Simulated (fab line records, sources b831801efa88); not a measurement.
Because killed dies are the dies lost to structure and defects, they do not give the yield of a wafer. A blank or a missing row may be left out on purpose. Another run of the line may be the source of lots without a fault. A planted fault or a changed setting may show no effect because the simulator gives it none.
Which of the tools did it? | flow gf180mcu | Sampling: 13 lots, 39 wafers, 6 of 602 route steps

WHAT THE GAUGES SHOWED, per wafer
GF_VT_IMPLANT_OVL_MEAS_18. Usual: VT_IMPLANT_01_OVL gives 1.3 nm (standard deviation 1.3).
lot  | measured     | on         | VT_IMPLANT_01_OVL (nm) | flag
L603 | day 6 05:40  | overlay-02 | 0.4 0.7 0.2            | 
L604 | day 6 09:58  | overlay-02 | -1.1 -0.3 0.3          | 
L606 | day 7 02:19  | overlay-01 | 2.2 0.5 1.1            | 
L607 | day 7 07:39  | overlay-01 | 1.9 0.9 3.3            | 
L608 | day 7 14:04  | overlay-02 | 1.3 -0.5 0.5           | 
L610 | day 8 04:08  | overlay-02 | 2.0 1.7 1.2            | 
L615 | day 9 13:13  | overlay-01 | 0.3 0.6 1.6            | 
L616 | day 9 18:59  | overlay-01 | 3.2 3.9 2.6            | 
L617 | day 10 00:55 | overlay-02 | - - -                  | OFF
L618 | day 10 06:01 | overlay-01 | 0.5 0.8 2.0            | 
L621 | day 11 00:13 | overlay-01 | 1.2 1.9 2.1            | 
L623 | day 11 13:37 | overlay-02 | 2.6 3.4 3.5            | 
L624 | day 11 18:01 | overlay-01 | 2.6 3.7 3.9            | 

GF_VT_IMPLANT_TW_MEAS_21. Usual: VT_IMPLANT_2_TW gives 1214 (standard deviation 12).
lot  | measured     | on           | VT_IMPLANT_2_TW | flag
L603 | day 6 05:57  | filmMetro-01 | 1223 1231 1224  | 
L604 | day 6 10:14  | filmMetro-03 | 1222 1219 1227  | 
L606 | day 7 02:36  | filmMetro-04 | 1206 1203 1202  | 
L607 | day 7 07:56  | filmMetro-01 | 1227 1217 1222  | 
L608 | day 7 14:20  | filmMetro-04 | 1206 1203 1207  | 
L610 | day 8 04:25  | filmMetro-04 | 1212 1214 1216  | 
L615 | day 9 13:29  | filmMetro-04 | 1211 1199 1205  | 
L616 | day 9 19:17  | filmMetro-03 | 1215 1212 1214  | 
L617 | day 10 01:11 | filmMetro-01 | 30 30 30        | OFF
L618 | day 10 06:19 | filmMetro-01 | 1224 1230 1225  | 
L621 | day 11 00:29 | filmMetro-01 | 1228 1225 1221  | 
L623 | day 11 13:53 | filmMetro-04 | 1189 1189 1190  | 
L624 | day 11 18:19 | filmMetro-04 | 1194 1200 1190  | 

GF_HV_LDD_CD_MEAS_31: the cd target is 400 nm. Usual: 400.4 nm for cdNm, sd 2.5.
lot  | measured     | on       | cdNm (nm)         | flag
L603 | day 11 12:47 | cdSem-02 | 401.7 403.9 401.3 | 
L604 | day 11 16:36 | cdSem-02 | 402.7 404.2 401.1 | 
L606 | day 12 15:17 | cdSem-02 | 400.4 399.9 397.2 | 
L607 | day 12 19:13 | cdSem-02 | 398.5 401.6 399.0 | 
L608 | day 13 00:40 | cdSem-02 | 400.4 399.2 398.8 | 
L610 | day 13 20:45 | cdSem-01 | 406.9 405.7 404.0 | 
L615 | day 15 17:24 | cdSem-02 | 403.1 402.5 401.5 | 
L616 | day 16 02:10 | cdSem-02 | 402.3 401.7 400.5 | 
L618 | day 16 15:04 | cdSem-02 | 398.9 401.2 399.1 | 
L621 | day 17 14:48 | cdSem-02 | 398.4 398.9 399.8 | 
L623 | day 18 04:00 | cdSem-01 | 400.1 402.5 399.8 | 
L624 | day 18 07:37 | cdSem-01 | 402.0 401.0 400.4 | 

GF_HV_LDD_OVL_MEAS_32. Usual: HV_LDD_02_OVL gives 1.2 nm (standard deviation 1.4).
lot  | measured     | on         | HV_LDD_02_OVL (nm) | flag
L603 | day 11 12:53 | overlay-01 | 1.3 2.8 3.8        | 
L604 | day 11 16:43 | overlay-01 | 0.3 0.4 0.9        | 
L606 | day 12 15:23 | overlay-02 | 3.5 3.5 3.9        | 
L607 | day 12 19:20 | overlay-01 | 0.1 -0.4 -1.0      | 
L608 | day 13 00:47 | overlay-02 | 0.5 3.4 2.1        | 
L610 | day 13 20:51 | overlay-02 | 2.9 1.7 0.5        | 
L615 | day 15 17:31 | overlay-01 | 2.1 3.1 2.1        | 
L616 | day 16 02:16 | overlay-01 | 0.5 1.8 1.8        | 
L618 | day 16 15:08 | overlay-02 | 0.2 0.7 -0.3       | 
L621 | day 17 14:55 | overlay-01 | -0.3 -0.8 0.6      | 
L623 | day 18 04:07 | overlay-02 | 1.1 -0.4 0.1       | 
L624 | day 18 07:43 | overlay-01 | 1.8 1.1 1.8        | 

WHICH TOOL RAN EACH LOT (tool, then ch and the chambers of the sampled wafers, then the start)
lot  | GF_VT_IMPLANT_EXPOSE_15            | GF_VT_IMPLANT_STRIP_42
L603 | ilineStepper-01 ch 0, day 5 22:32  | plasmaAsher-03 ch 0,1, day 7 12:22
L604 | ilineStepper-01 ch 0, day 6 02:52  | plasmaAsher-03 ch 0,1, day 7 17:11
L606 | ilineStepper-01 ch 0, day 6 18:23  | plasmaAsher-02 ch 0,1, day 8 10:10
L607 | ilineStepper-02 ch 0, day 7 00:24  | plasmaAsher-02 ch 0,1, day 8 17:02
L608 | ilineStepper-01 ch 0, day 7 05:56  | plasmaAsher-03 ch 0,1, day 8 22:46
L610 | ilineStepper-02 ch 0, day 7 19:57  | plasmaAsher-01 ch 0,1, day 9 13:55
L615 | ilineStepper-01 ch 0, day 9 05:23  | plasmaAsher-02 ch 0,1, day 11 01:02
L616 | ilineStepper-01 ch 0, day 9 10:35  | plasmaAsher-03 ch 0,1, day 11 08:12
L617 | ilineStepper-02 ch 0, day 9 16:21  | plasmaAsher-02 ch 1, day 11 14:05
L618 | ilineStepper-02 ch 0, day 9 21:38  | plasmaAsher-01 ch 0,1, day 11 19:25
L621 | ilineStepper-02 ch 0, day 10 15:38 | plasmaAsher-02 ch 0,1, day 12 14:49
L623 | ilineStepper-02 ch 0, day 11 04:20 | plasmaAsher-02 ch 0,1, day 13 03:58
L624 | ilineStepper-02 ch 0, day 11 09:06 | plasmaAsher-01 ch 0,1, day 13 08:48
- GF_VT_IMPLANT_EXPOSE_15: exposes mask Nwell LV AREA, target cd 860 nm.
- GF_VT_IMPLANT_STRIP_42: strips in O2/N2.

AS READ BY THE TOOLS THEMSELVES (means over the sampled wafers that have a number; for cases with no such wafer, the mark the record gives instead)
GF_VT_IMPLANT_STRIP_42. Usual: drypumpMotorCurrentA 5.5 A, standard deviation 0.32; heaterPowerW 325 W, standard deviation 27; oesProductAu 0.716 a.u., standard deviation 0.005; stripTimeToEndpointS 12.63 s, standard deviation 0.033.
lot  | tool           | drypumpMotorCurrentA (A) | heaterPowerW (W) | oesProductAu (a.u.) | stripTimeToEndpointS (s) | flag
L603 | plasmaAsher-03 | 5.8                      | 349              | 0.720               | 12.67                    | 
L604 | plasmaAsher-03 | 5.8                      | 349              | 0.714               | 12.70                    | 
L606 | plasmaAsher-02 | 5.3                      | 307              | 0.712               | 12.62                    | 
L607 | plasmaAsher-02 | 5.3                      | 308              | 0.717               | 12.63                    | 
L608 | plasmaAsher-03 | 5.8                      | 350              | 0.716               | 12.63                    | 
L610 | plasmaAsher-01 | 5.7                      | 345              | 0.719               | 12.60                    | 
L615 | plasmaAsher-02 | 5.3                      | 295              | 0.715               | 12.68                    | 
L616 | plasmaAsher-03 | 5.8                      | 353              | 0.712               | 12.66                    | 
L617 | plasmaAsher-02 | 5.1                      | 311              | 0.715               | 12.63                    | 
L618 | plasmaAsher-01 | 5.8                      | 343              | 0.716               | 12.59                    | 
L621 | plasmaAsher-02 | 5.3                      | 308              | 0.714               | 12.64                    | 
L623 | plasmaAsher-02 | 5.3                      | 306              | 0.712               | 12.64                    | 
L624 | plasmaAsher-01 | 5.8                      | 327              | 0.715               | 12.60                    | 

THE ANSWER, worked out from the rows above alone
Rule: a lot counts as off when the mean over its wafers that have a number is more than 3 standard deviations away from the usual mean. A lot without any number at a reading at which 4 lots or more have one is off too. The other lots that the step has rows for count as sound. First the gauges in route order, then the tools' own readings, where a lot's mean is used as printed above. At the first step where some lot is off, the reading lying furthest off is the one used; lots without a number count as furthest.
Off: at GF_VT_IMPLANT_OVL_MEAS_18 (VT_IMPLANT_01_OVL), L617. Without a number there: L617.
If a tool, at a process step before that reading, ran all the lots that are off and no sound lot after the first of them, it fits. Not tried: the gauges at GF_VT_IMPLANT_OVL_MEAS_18; whatever is off there is also off at GF_VT_IMPLANT_TW_MEAS_21, on other tools, and gauge error can't account for it. No candidate that was tried fits.

WHAT HAD BEEN PUT IN BY THE SIMULATOR
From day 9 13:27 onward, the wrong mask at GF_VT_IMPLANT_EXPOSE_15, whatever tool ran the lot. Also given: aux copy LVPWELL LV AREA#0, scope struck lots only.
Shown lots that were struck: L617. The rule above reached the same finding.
